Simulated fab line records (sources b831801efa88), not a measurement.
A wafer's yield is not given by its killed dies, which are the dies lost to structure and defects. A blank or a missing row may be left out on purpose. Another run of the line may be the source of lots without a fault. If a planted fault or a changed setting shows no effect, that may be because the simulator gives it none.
Lot-split experiment / flow gf180mcu / 27 wafers read across 5 lots, on a route 602 steps long

## ABOUT THE SPLIT
At GF_V3_CVD_02 (deposits SiO2 from TEOS, target thk 850 nm, time 94.851 s), the setting time s was moved away from the recipe's 94.851 s on 6 of the 27 wafers read, by -52.5% to -39.3%. All remaining wafers had this setting at the recipe value.

## FROM THE SPLIT TO THE READING: what the file shows between them, 4 steps
- GF_V3_THK_MEAS_03
- GF_V3_CMP_04: polishes SiO2
- GF_V3_DEHYDRATE_06: time 60 s
- GF_V3_ETCH_16: etches BARC in N2/H2

## THE READING
oes product au, in a.u., at GF_V3_ETCH_17 (etches SiO2 in C4F8/O2/Ar, stops on TiN, target depth 635 nm). A value of 0.856 a.u. with a standard deviation of 0.0044 a.u. is what fault-free wafers of this fab line usually give.

wafer=L076.1; tool, chamber at the split=pecvd-04, 2; time s as run, s=94.851; against the recipe=recipe; oes product au, a.u.=0.857; against lot-mates on the recipe=-
wafer=L076.2; tool, chamber at the split=pecvd-04, 0; time s as run, s=94.851; against the recipe=recipe; oes product au, a.u.=0.862; against lot-mates on the recipe=-
wafer=L076.3; tool, chamber at the split=pecvd-04, 1; time s as run, s=94.851; against the recipe=recipe; oes product au, a.u.=0.852; against lot-mates on the recipe=-
wafer=L076.4; tool, chamber at the split=pecvd-04, 0; time s as run, s=94.851; against the recipe=recipe; oes product au, a.u.=0.855; against lot-mates on the recipe=-
wafer=L076.5; tool, chamber at the split=pecvd-04, 1; time s as run, s=94.851; against the recipe=recipe; oes product au, a.u.=0.857; against lot-mates on the recipe=-
wafer=L076.6; tool, chamber at the split=pecvd-04, 2; time s as run, s=94.851; against the recipe=recipe; oes product au, a.u.=0.856; against lot-mates on the recipe=-
wafer=L079.2; tool, chamber at the split=pecvd-04, 1; time s as run, s=94.851; against the recipe=recipe; oes product au, a.u.=0.861; against lot-mates on the recipe=-
wafer=L079.3; tool, chamber at the split=pecvd-04, 0; time s as run, s=94.851; against the recipe=recipe; oes product au, a.u.=0.862; against lot-mates on the recipe=-
wafer=L079.6; tool, chamber at the split=pecvd-04, 2; time s as run, s=94.851; against the recipe=recipe; oes product au, a.u.=0.854; against lot-mates on the recipe=-
wafer=L081.1; tool, chamber at the split=pecvd-02, 1; time s as run, s=94.851; against the recipe=recipe; oes product au, a.u.=0.854; against lot-mates on the recipe=-
wafer=L081.2; tool, chamber at the split=pecvd-02, 2; time s as run, s=94.851; against the recipe=recipe; oes product au, a.u.=0.852; against lot-mates on the recipe=-
wafer=L081.3; tool, chamber at the split=pecvd-02, 0; time s as run, s=45.01; against the recipe=-52.5%; oes product au, a.u.=0.672; against lot-mates on the recipe=-0.181
wafer=L081.4; tool, chamber at the split=pecvd-02, 1; time s as run, s=45.01; against the recipe=-52.5%; oes product au, a.u.=0.684; against lot-mates on the recipe=-0.169
wafer=L081.5; tool, chamber at the split=pecvd-02, 2; time s as run, s=94.851; against the recipe=recipe; oes product au, a.u.=0.852; against lot-mates on the recipe=-
wafer=L081.6; tool, chamber at the split=pecvd-02, 0; time s as run, s=45.01; against the recipe=-52.5%; oes product au, a.u.=0.684; against lot-mates on the recipe=-0.169
wafer=L080.1; tool, chamber at the split=pecvd-04, 2; time s as run, s=94.851; against the recipe=recipe; oes product au, a.u.=0.859; against lot-mates on the recipe=-
wafer=L080.2; tool, chamber at the split=pecvd-04, 0; time s as run, s=57.55; against the recipe=-39.3%; oes product au, a.u.=0.752; against lot-mates on the recipe=-0.101
wafer=L080.3; tool, chamber at the split=pecvd-04, 1; time s as run, s=94.851; against the recipe=recipe; oes product au, a.u.=0.855; against lot-mates on the recipe=-
wafer=L080.4; tool, chamber at the split=pecvd-04, 2; time s as run, s=57.55; against the recipe=-39.3%; oes product au, a.u.=0.772; against lot-mates on the recipe=-0.081
wafer=L080.5; tool, chamber at the split=pecvd-04, 1; time s as run, s=94.851; against the recipe=recipe; oes product au, a.u.=0.845; against lot-mates on the recipe=-
wafer=L080.6; tool, chamber at the split=pecvd-04, 0; time s as run, s=57.55; against the recipe=-39.3%; oes product au, a.u.=0.760; against lot-mates on the recipe=-0.093
wafer=L084.1; tool, chamber at the split=pecvd-04, 1; time s as run, s=94.851; against the recipe=recipe; oes product au, a.u.=0.850; against lot-mates on the recipe=-
wafer=L084.2; tool, chamber at the split=pecvd-04, 0; time s as run, s=94.851; against the recipe=recipe; oes product au, a.u.=0.858; against lot-mates on the recipe=-
wafer=L084.3; tool, chamber at the split=pecvd-04, 2; time s as run, s=94.851; against the recipe=recipe; oes product au, a.u.=0.855; against lot-mates on the recipe=-
wafer=L084.4; tool, chamber at the split=pecvd-04, 2; time s as run, s=94.851; against the recipe=recipe; oes product au, a.u.=0.850; against lot-mates on the recipe=-
wafer=L084.5; tool, chamber at the split=pecvd-04, 0; time s as run, s=94.851; against the recipe=recipe; oes product au, a.u.=0.855; against lot-mates on the recipe=-
wafer=L084.6; tool, chamber at the split=pecvd-04, 1; time s as run, s=94.851; against the recipe=recipe; oes product au, a.u.=0.854; against lot-mates on the recipe=-

THE FIT
A straight line over all 27 wafers: oes product au changes by +0.00301 a.u. for each +1% of time s; r = +0.98; the points scatter about the line by 0.012 a.u.
The same after taking each lot's own level away (the mean of its wafers on the recipe; 27 wafers): +0.00296 a.u. for each +1%; r = +0.98; scatter 0.011 a.u.
According to that fit, moving time s by its largest amount changes the reading by 0.16 a.u.
The lots' own levels span 0.8527 to 0.8590 a.u., that is 1.4 times the standard deviation above.
The two slopes are in agreement: the lot-to-lot level therefore moves the slope only a little.
Check: for one of the wafers moved furthest among these (-52.5%), held out of the fit, the line's prediction against its lot-mates is -0.148 a.u. Against them it came out at -0.181 a.u.

## THE OTHER SPLITS THESE WAFERS WENT THROUGH
These wafers also went through other splits before the reading. Each is held against what the fit with the lots' levels taken away leaves over:
other split on the same wafers=GF_DUAL_GATE_OXIDATION_15 ox time s; wafers away from the commonest value=18; r with oes product au (lot level and that fit taken away)=+0.33
other split on the same wafers=GF_CONTACT_SPUTTER_22 time s; wafers away from the commonest value=9; r with oes product au (lot level and that fit taken away)=-0.24
other split on the same wafers=GF_M1_METAL_ETCH_16 time s; wafers away from the commonest value=12; r with oes product au (lot level and that fit taken away)=+0.52
other split on the same wafers=GF_M2_SPUTTER_00 time s; wafers away from the commonest value=6; r with oes product au (lot level and that fit taken away)=+0.16

## THE WHOLE CHAIN: every reading that the file lists as answering this split, in the file's order
step=GF_V3_CVD_02; what it does=deposits SiO2 from TEOS, target thk 850 nm, time 94.851 s; reading=SiO2_of_V3_CVD_02.thk nm (the simulator's own value, which no gauge read); change (the file's fit)=+8.42 nm for each +1% of the setting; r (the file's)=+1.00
step=GF_V3_THK_MEAS_03; what it does=; reading=V3_CVD_02_THK; change (the file's fit)=+8.41 for each +1% of the setting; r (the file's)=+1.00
step=GF_V3_CMP_04; what it does=polishes SiO2; reading=SiO2_of_V3_CVD_02.thk nm (the simulator's own value, which no gauge read); change (the file's fit)=+3.9 nm for each +1% of the setting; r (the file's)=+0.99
step=GF_V3_ETCH_17; what it does=etches SiO2 in C4F8/O2/Ar, stops on TiN, target depth 635 nm; reading=oes product au; change (the file's fit)=+0.00295 a.u. for each +1% of the setting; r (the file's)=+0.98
step=GF_V3_ETCH_17; what it does=etches SiO2 in C4F8/O2/Ar, stops on TiN, target depth 635 nm; reading=V3.feature depth nm (the simulator's own value, which no gauge read); change (the file's fit)=+3.9 nm for each +1% of the setting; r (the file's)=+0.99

## FILE'S OWN FIT
oes product au changes by +0.00295 a.u. for each +1% of time s, r = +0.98.
